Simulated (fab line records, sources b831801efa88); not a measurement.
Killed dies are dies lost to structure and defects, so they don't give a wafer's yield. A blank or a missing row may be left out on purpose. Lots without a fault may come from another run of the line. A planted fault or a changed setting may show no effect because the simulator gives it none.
Which tool did it? | flow gf180mcu | 24 lots, 72 wafers sampled, at 5 steps of a route of 602

WHAT THE GAUGES READ, wafer by wafer
GF_M2_THK_MEAS_06: measures by xrf. Usual: M2_ALCU_THK 440 nm, standard deviation 4.4.
lot  | measured     | on            | M2_ALCU_THK (nm) | flag
L074 | day 20 07:21 | film_metro-03 | 440 450 443      |
L075 | day 20 19:59 | film_metro-01 | 435 439 441      |
L076 | day 20 23:19 | film_metro-01 | 441 440 439      |
L077 | day 21 12:46 | film_metro-04 | 440 437 438      |
L078 | day 22 00:34 | film_metro-01 | 451 440 445      |
L079 | day 22 13:04 | film_metro-04 | 435 434 440      |
L080 | day 22 14:46 | film_metro-01 | 441 444 442      |
L081 | day 22 20:46 | film_metro-03 | 450 444 439      |
L082 | day 23 05:49 | film_metro-03 | 432 436 439      |
L083 | day 23 10:49 | film_metro-03 | 443 444 443      |
L084 | day 23 18:14 | film_metro-04 | 436 438 429      |
L085 | day 24 00:11 | film_metro-04 | 442 439 432      |
L086 | day 24 14:01 | film_metro-03 | 435 441 443      |
L087 | day 24 19:52 | film_metro-03 | 438 443 439      |
L088 | day 25 03:44 | film_metro-03 | 443 442 442      |
L089 | day 25 06:27 | film_metro-03 | 440 436 445      |
L090 | day 25 17:47 | film_metro-01 | 430 429 436      |
L091 | day 26 03:02 | film_metro-03 | 440 441 442      |
L092 | day 26 10:35 | film_metro-04 | 445 445 442      |
L093 | day 26 12:07 | film_metro-04 | 446 445 445      |
L094 | day 26 18:43 | film_metro-04 | 428 437 436      |
L095 | day 27 01:22 | film_metro-03 | 438 439 440      |
L096 | day 27 09:35 | film_metro-01 | 440 439 434      |
L097 | day 27 10:10 | film_metro-01 | 438 439 437      |

GF_M3_THK_MEAS_06: measures by xrf. Usual: M3_ALCU_THK 438 nm, standard deviation 5.2.
lot  | measured     | on            | M3_ALCU_THK (nm) | flag
L074 | day 22 12:21 | film_metro-01 | 434 431 437      |
L075 | day 23 01:02 | film_metro-01 | 439 447 438      |
L076 | day 23 05:05 | film_metro-01 | 436 442 436      |
L077 | day 23 17:45 | film_metro-02 | 447 440 448      |
L078 | day 24 04:55 | film_metro-04 | 435 432 436      |
L079 | day 24 16:39 | film_metro-04 | 439 445 438      |
L080 | day 24 18:16 | film_metro-02 | 441 439 445      |
L081 | day 25 00:40 | film_metro-01 | 446 441 446      |
L082 | day 25 08:39 | film_metro-01 | 433 434 433      |
L083 | day 25 13:04 | film_metro-04 | 433 435 438      |
L084 | day 25 20:49 | film_metro-02 | 445 442 442      |
L085 | day 26 02:41 | film_metro-04 | 440 439 435      |
L086 | day 26 14:47 | film_metro-02 | 433 436 438      |
L087 | day 26 19:47 | film_metro-01 | 430 436 435      |
L088 | day 27 04:48 | film_metro-01 | 437 434 435      |
L089 | day 27 05:09 | film_metro-01 | 439 434 432      |
L090 | day 27 16:38 | film_metro-04 | 445 442 435      |
L091 | day 29 13:10 | film_metro-02 | 440 438 441      |
L092 | day 28 09:41 | film_metro-04 | 429 427 432      |
L093 | day 28 10:41 | film_metro-01 | 432 432 430      |
L094 | day 28 17:21 | film_metro-02 | 455 444 453      |
L095 | day 28 23:20 | film_metro-04 | 439 438 439      |
L096 | day 29 06:47 | film_metro-01 | 450 437 434      |
L097 | day 29 07:35 | film_metro-01 | 435 434 445      |

GF_M3_OVL_MEAS_15. Usual: M3_OVL 2 nm, standard deviation 4.6.
lot  | measured     | on         | M3_OVL (nm) | flag
L074 | day 23 12:53 | overlay-02 | 7 12 4      |
L075 | day 24 01:13 | overlay-02 | 3 6 8       |
L076 | day 24 04:34 | overlay-01 | 3 2 4       |
L077 | day 24 17:26 | overlay-01 | -4 3 -3     |
L078 | day 25 03:47 | overlay-01 | 7 6 -5      |
L079 | day 25 15:41 | overlay-01 | -3 -2 -1    |
L080 | day 25 17:16 | overlay-01 | 6 12 8      |
L081 | day 25 23:23 | overlay-02 | 0 4 1       |
L082 | day 26 07:37 | overlay-02 | 0 0 0       |
L083 | day 26 11:32 | overlay-02 | -3 0 -3     |
L084 | day 26 19:08 | overlay-01 | 11 9 9      |
L085 | day 27 01:18 | overlay-01 | 6 3 1       |
L086 | day 27 12:35 | overlay-02 | 0 3 -9      |
L087 | day 27 17:27 | overlay-01 | 2 9 11      |
L088 | day 28 02:32 | overlay-02 | -1 2 0      |
L089 | day 28 02:44 | overlay-01 | 3 -4 1      |
L090 | day 28 13:50 | overlay-01 | -3 5 -1     |
L091 | day 30 08:59 | overlay-01 | -1 -3 -1    |
L092 | day 29 06:29 | overlay-01 | 0 8 7       |
L093 | day 29 07:02 | overlay-01 | -1 -1 7     |
L094 | day 29 13:47 | overlay-02 | -2 -1 1     |
L095 | day 29 19:41 | overlay-01 | 6 4 8       |
L096 | day 30 03:01 | overlay-01 | 3 -1 3      |
L097 | day 30 03:38 | overlay-02 | -10 1 0     |

GF_V3_CD_MEAS_14: target cd 260 nm. Usual: cd_nm 259.6 nm, standard deviation 0.91.
lot  | measured     | on        | cd_nm (nm)        | flag
L074 | day 24 14:24 | cd_sem-01 | 259.6 260.9 260.0 |
L075 | day 25 02:57 | cd_sem-02 | 258.5 258.7 260.0 |
L076 | day 25 05:33 | cd_sem-01 | 260.8 261.0 259.2 |
L077 | day 25 17:49 | cd_sem-02 | 261.1 259.7 261.5 |
L078 | day 26 03:52 | cd_sem-01 | 260.0 259.7 259.8 |
L079 | day 26 15:25 | cd_sem-01 | 259.2 257.6 259.0 |
L080 | day 26 17:30 | cd_sem-01 | 260.2 260.4 260.4 |
L081 | day 26 23:16 | cd_sem-01 | 258.6 257.7 258.9 |
L082 | day 27 06:10 | cd_sem-01 | 258.8 258.7 258.8 |
L083 | day 27 10:52 | cd_sem-02 | 260.8 259.6 260.6 |
L084 | day 27 18:25 | cd_sem-02 | 260.4 258.9 259.5 |
L085 | day 28 00:23 | cd_sem-02 | 261.1 261.4 261.5 |
L086 | day 28 10:50 | cd_sem-02 | 259.5 258.9 259.1 |
L087 | day 28 16:34 | cd_sem-02 | 261.9 260.8 260.4 |
L088 | day 29 00:25 | cd_sem-02 | 259.1 258.3 258.8 |
L089 | day 29 00:33 | cd_sem-02 | 259.3 259.9 258.4 |
L090 | day 29 11:50 | cd_sem-02 | 258.6 258.3 259.6 |
L091 | day 31 05:07 | cd_sem-01 | 258.2 259.7 258.2 |
L092 | day 30 04:40 | cd_sem-01 | 259.5 259.3 259.0 |
L093 | day 30 04:58 | cd_sem-01 | 260.1 259.6 258.1 |
L094 | day 30 11:08 | cd_sem-02 | 259.7 259.5 259.9 |
L095 | day 30 17:22 | cd_sem-01 | 260.5 260.3 260.4 |
L096 | day 31 00:25 | cd_sem-02 | 258.5 259.5 258.6 |
L097 | day 31 01:02 | cd_sem-02 | 259.4 259.2 261.2 |

GF_V3_OVL_MEAS_15. Usual: V3_OVL 2 nm, standard deviation 4.3.
lot  | measured     | on         | V3_OVL (nm) | flag
L074 | day 24 14:31 | overlay-02 | 7 9 -1      |
L075 | day 25 03:04 | overlay-02 | -5 -3 -4    |
L076 | day 25 05:40 | overlay-01 | 4 4 2       |
L077 | day 25 17:56 | overlay-02 | 6 7 7       |
L078 | day 26 03:59 | overlay-01 | -1 0 -5     |
L079 | day 26 15:32 | overlay-01 | 6 9 1       |
L080 | day 26 17:37 | overlay-02 | 7 5 -2      |
L081 | day 26 23:23 | overlay-02 | 4 2 -2      |
L082 | day 27 06:17 | overlay-01 | -1 0 3      |
L083 | day 27 10:59 | overlay-01 | 3 10 5      |
L084 | day 27 18:32 | overlay-01 | -2 -3 6     |
L085 | day 28 00:29 | overlay-02 | 4 12 2      |
L086 | day 28 10:56 | overlay-02 | 5 -4 4      |
L087 | day 28 16:40 | overlay-01 | 1 3 1       |
L088 | day 29 00:32 | overlay-02 | 5 5 5       |
L089 | day 29 00:40 | overlay-02 | 4 4 4       |
L090 | day 29 11:56 | overlay-01 | -1 7 1      |
L091 | day 31 05:14 | overlay-01 | 2 2 1       |
L092 | day 30 04:44 | overlay-02 | 2 5 -4      |
L093 | day 30 05:05 | overlay-02 | -1 -4 -1    |
L094 | day 30 11:14 | overlay-01 | 5 2 2       |
L095 | day 30 17:29 | overlay-01 | -5 -5 1     |
L096 | day 31 00:30 | overlay-02 | -4 2 -5     |
L097 | day 31 01:08 | overlay-02 | -2 5 3      |

WHICH TOOL RAN EACH LOT (tool, then ch and the chambers of the sampled wafers, then the start)
The record holds no process step before these readings.

WHAT THE TOOLS THEMSELVES READ (means of the sampled wafers that have a number; where no wafer has one, the mark that the record gives instead)
The record holds no such reading with a usual standard deviation.

THE ANSWER, worked out from the rows above alone
Rule: a lot is off if the mean of its wafers that have a number lies more than 3 standard deviations from the usual mean. A lot without any number at a reading at which 4 lots or more have one is off too. The other lots that the step has rows for count as sound. The gauges are gone through in route order, then the tools' own readings, and for those a lot's mean is taken as printed above. The first step at which some lot is off is used, and at that step the reading that is off furthest; a lot without a number counts as furthest.
No lot is off at any reading shown: from this, nothing can be told.

WHAT THE SIMULATOR HAD PUT IN
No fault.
